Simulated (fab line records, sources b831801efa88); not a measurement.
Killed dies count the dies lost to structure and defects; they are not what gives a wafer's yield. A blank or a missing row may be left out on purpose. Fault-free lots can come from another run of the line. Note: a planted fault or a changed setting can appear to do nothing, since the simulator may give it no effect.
2 desks, one fault    flow gf180mcu    only its own numbers are on each desk; what lay behind them is given at the end

THE METROLOGY DESK
What the gauges read, lot by lot, whatever tool the lot ran on: means of the sampled wafers that have a number. The brackets show how far a lot's mean lies from the usual mean; more than 4 standard deviations puts the lot out of limits, marked OUT.
Columns: A = cdNm at GF_STI_CD_MEAS_12, usual 219.8 nm; B = MVSD_TW at GF_MVSD_TW_MEAS_11, usual 1593; C = V1_CVD_02_THK at GF_V1_THK_MEAS_03, usual 851 nm; D = M2_ALCU_RS at GF_M2_RS_MEAS_05, usual 0.0694 ohm/sq
lot   first seen here  A      B                     C    D
L249  day 2 05:57      220.2  1592                  860  0.0705
L250  day 2 11:06      221.2  1600                  849  0.0704
L251  day 2 16:49      219.2  1603                  862  0.0695
L252  day 2 22:29      219.1  1596                  856  0.0707
L257  day 4 00:37      220.7  1601                  857  0.0700
L258  day 4 04:41      220.8  1604                  860  0.0701
L259  day 4 11:24      218.7  1581                  850  0.0684
L260  day 4 17:38      218.9  1583                  827  0.0692
L261  day 4 20:06      219.2  1580                  849  0.0700
L262  day 5 01:55      218.7  1588                  852  0.0696
L264  day 5 11:17      220.2  1608                  835  0.0687
L265  day 5 16:51      220.5  30 (-99 or more) OUT  855  0.0705
L270  day 6 23:46      218.9  1590                  846  0.0683
Finding of this desk: L265 out of limits, first seen on L265 at day 8 11:05 (MVSD_TW at GF_MVSD_TW_MEAS_11). In limits: L249, L250, L251, L252, L257, L258, L259, L260, L261, L262, L264, L270.

AT THE TOOL OWNER'S DESK: plasmaAsher-04
The tool's own readings at GF_LVPWELL_STRIP_10 (strips in O2/N2): means of the sampled wafers that have a number, for each lot that ran on this tool. The brackets show how far a lot's mean lies from the usual mean; more than 4 standard deviations puts the lot out of limits, marked OUT.
Columns: A = drypumpMotorCurrentA at GF_LVPWELL_STRIP_10, usual 5.7 A; B = heaterPowerW at GF_LVPWELL_STRIP_10, usual 322 W; C = n2FlowSccm at GF_LVPWELL_STRIP_10, usual 299.8 sccm; D = oesProductAu at GF_LVPWELL_STRIP_10, usual 0.723 a.u.; E = stripTimeToEndpointS at GF_LVPWELL_STRIP_10, usual 36.96 s
lot   first seen here  A    B    C      D                E
L250  day 4 07:07      6.0  330  300.6  0.720            37.17
L252  day 4 20:03      5.7  340  300.6  0.727            37.03
L258  day 6 08:28      5.9  327  299.8  0.718            36.99
L259  day 6 12:16      5.7  338  299.0  0.721            36.98
L265  day 7 18:25      5.9  325  300.3  0.937 (+41) OUT  -
This desk's verdict: out of limits on L265, starting with L265 at day 7 18:25 (oesProductAu at GF_LVPWELL_STRIP_10). In limits: L250, L252, L258, L259.

ALL TOGETHER
The tool owner's desk had the chance to raise an alarm at day 7 18:25 on L265.
L265 would have let the metrology desk raise an alarm at day 8 11:05.
Every lot named ran GF_LVPWELL_STRIP_10 on plasmaAsher-04.

WHAT THE SIMULATOR HAD INSERTED
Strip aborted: plasmaAsher-04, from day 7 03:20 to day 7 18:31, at GF_LVPWELL_STRIP_10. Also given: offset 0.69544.
Lots struck among those shown: L265.
Time in hours from fault onset to the first out-of-limits reading at each desk: tool owner's desk 15, metrology desk 32.
